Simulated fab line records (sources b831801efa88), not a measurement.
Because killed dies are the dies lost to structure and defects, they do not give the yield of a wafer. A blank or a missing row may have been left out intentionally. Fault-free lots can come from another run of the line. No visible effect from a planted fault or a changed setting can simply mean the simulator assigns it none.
2 desks looking at one fault :: flow gf180mcu :: each desk holds nothing but its own numbers, with what lay behind them at the end

== TOOL OWNER'S DESK, rie-metal-04 ==
The tool's own readings at GF_M3_METAL_ETCH_16 (etches the open film in Cl2/BCl3, stops on SiO2, target depth 750.8 nm, time 125.1 s): means of the sampled wafers that have a number, for each lot that ran on this tool. If a lot's mean is further than 4 standard deviations from the usual mean, the lot is out of limits and carries the mark OUT (the distance appears in the brackets).
Columns: A = drypump-motor-current-A at GF_M3_METAL_ETCH_16, usual 5.32 A; B = oes-product-au at GF_M3_METAL_ETCH_16, usual 0.991 a.u.; C = throttle-valve-pct at GF_M3_METAL_ETCH_16, usual 28.228 %
lot: L652
first seen here: day 23 05:46
A: 5.32
B: 0.991
C: 28.224

lot: L656
first seen here: day 24 16:30
A: 5.47
B: 0.993
C: 28.228

lot: L657
first seen here: day 25 01:25
A: 5.17
B: 0.986
C: 28.226

lot: L658
first seen here: day 25 12:31
A: 5.33
B: 0.989
C: 28.232
Result from this desk: across the 4 lots, nothing is out of limits.

== FROM THE METROLOGY DESK ==
What the gauges read for every lot (on any tool): the sampled wafers with a number, averaged. If a lot's mean is further than 4 standard deviations from the usual mean, the lot is out of limits and carries the mark OUT (the distance appears in the brackets).
Columns: A = V3_OVL at GF_V3_OVL_MEAS_15, usual -2 nm; B = cd-nm at GF_V4_CD_MEAS_14, usual 260.3 nm
lot: L647
first seen here: day 22 05:14
A: -8
B: 259.0

lot: L648
first seen here: day 22 15:13
A: 7
B: 259.9

lot: L649
first seen here: day 23 01:40
A: -0
B: 261.1

lot: L650
first seen here: day 23 13:13
A: -10
B: 260.7

lot: L652
first seen here: day 24 06:19
A: 6
B: 259.8

lot: L656
first seen here: day 25 15:05
A: -2
B: 261.3

lot: L657
first seen here: day 26 00:01
A: -4
B: 259.4

lot: L658
first seen here: day 26 10:55
A: 2
B: 261.1

lot: L659
first seen here: day 26 13:32
A: -1
B: 260.6

lot: L662
first seen here: day 27 13:19
A: -5
B: 261.8

lot: L663
first seen here: day 27 20:22
A: 3
B: 259.5

lot: L664
first seen here: day 27 23:05
A: 1
B: 259.1

lot: L668
first seen here: day 28 22:55
A: 0
B: 261.4
Result from this desk: across the 13 lots, nothing is out of limits.

== ALL TOGETHER ==
The tool owner's desk saw nothing out of limits.
From the metrology desk's view, nothing was out of limits.

== WHAT THE SIMULATOR HAD INSERTED ==
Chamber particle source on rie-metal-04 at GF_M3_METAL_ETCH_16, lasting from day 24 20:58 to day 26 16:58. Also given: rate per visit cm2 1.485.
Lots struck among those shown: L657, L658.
